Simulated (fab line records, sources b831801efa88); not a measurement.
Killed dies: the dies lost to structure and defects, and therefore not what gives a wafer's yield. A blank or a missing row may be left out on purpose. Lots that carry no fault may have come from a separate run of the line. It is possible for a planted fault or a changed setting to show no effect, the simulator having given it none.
Code-filled problem report in 8D (eight disciplines) form + flow gf180mcu + the parts of the form that need people (team, actions taken, sign-off) are left out

1. PROBLEM STATEMENT
POLY_GATE_CVD_00_THK at GF_POLY_GATE_THK_MEAS_01 reads a mean of 107.6 nm on 9 wafers of 3 lots; wafers without a fault read 199.9 nm with a standard deviation of 1.8. Relative to the usual mean, that is a shift of -51 standard deviations.
First seen on wafer L356.1, day 12 20:24, on film_metro-01. Wafers with a number at this step in the record: 33, from 11 lots. Rule for "out", or "out of limits": more than 4 standard deviations from the usual mean. Any other wafer with a number is counted as sound.

2. WHAT THIS IS AND IS NOT
| question                    | is                           | is not                                                                          |
|-----------------------------|------------------------------|---------------------------------------------------------------------------------|
| which readings at this step | POLY_GATE_CVD_00_THK         | -                                                                               |
| which lots                  | L356, L357, L358             | L343, L344, L348, L350, L351, L359, L362, L364                                  |
| which wafers of those lots  | all that have a number       | -                                                                               |
| read on which gauges        | film_metro-01, film_metro-02 | -                                                                               |
| when                        | from day 12 20:24            | up to then (15 sound wafers); but 9 sound wafers of L359, L362, L364 came after |

3. THE SUSPECTS, EACH WITH WHAT RULES IT OUT
Counting: a tool stays on the suspect list if, at a process step up to the reading, it processed all lots that are out and no sound lot following the first of them.
- ruled out: the gauge at GF_POLY_GATE_THK_MEAS_01. 2 gauges (film_metro-01, film_metro-02) read the wafers that are out.
- lpcvd-01 at GF_POLY_GATE_CVD_00 (deposits poly-Si, target thk 200 nm, time 1200 s): kept. All lots that are out passed through it, beginning with L356 at day 12 19:04, and no sound lot followed; its final sound lot before that point was L351 at day 11 06:12.
Left after counting: lpcvd-01 at GF_POLY_GATE_CVD_00.

4. THE CAUSE (what the simulator had put in)
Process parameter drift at GF_POLY_GATE_CVD_00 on lpcvd-01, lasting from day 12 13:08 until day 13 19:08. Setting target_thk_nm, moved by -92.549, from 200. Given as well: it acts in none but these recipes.
This tool alone remained once counting was done.

5. THE CHAIN OF EFFECTS, in route order
Rows list readings where the struck wafers' mean (over those with a number) sits beyond 3 standard deviations from the usual. Scope: only readings with a usual standard deviation given in the record; hours: median across lots of the time from each lot's start at the first step in this table that gives one to its start at this step; sigmas: change in usual standard deviations.
| hours | step                     | reading              | usual      | on struck wafers | change | sigmas |
|-------|--------------------------|----------------------|------------|------------------|--------|--------|
| 0     | GF_POLY_GATE_THK_MEAS_01 | POLY_GATE_CVD_00_THK | 199.9 nm   | 107.6            | -92.3  | -51    |
| 21    | GF_POLY_GATE_ETCH_13     | oes_product_au       | 0.994 a.u. | 0.672            | -0.322 | -38    |
The process steps in it:
- GF_POLY_GATE_ETCH_13: etches poly-Si in HBr/Cl2, stops on SiO2, target depth 198.5 nm, time 69.6 s.
Later measuring or inspecting steps at which every struck wafer that the step has a row for has a number for every such reading, and none has moved that far: GF_HV_LDD_OVL_MEAS_08.

6. HOW IT WOULD HAVE BEEN CAUGHT EARLIER
In this record the first reading out of limits at a measuring or inspecting step was taken at day 12 20:24, 7 hours after the fault began at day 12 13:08.
Of the tool readings at GF_POLY_GATE_CVD_00 for which the record gives a usual standard deviation, none was out on any struck wafer, so an alarm limit of 4 standard deviations on them would not have fired.
L357, L358, from the lots that are out (3), started GF_POLY_GATE_CVD_00 on lpcvd-01 later than day 12 20:24. A hold on the tool at that time would have spared those 2.
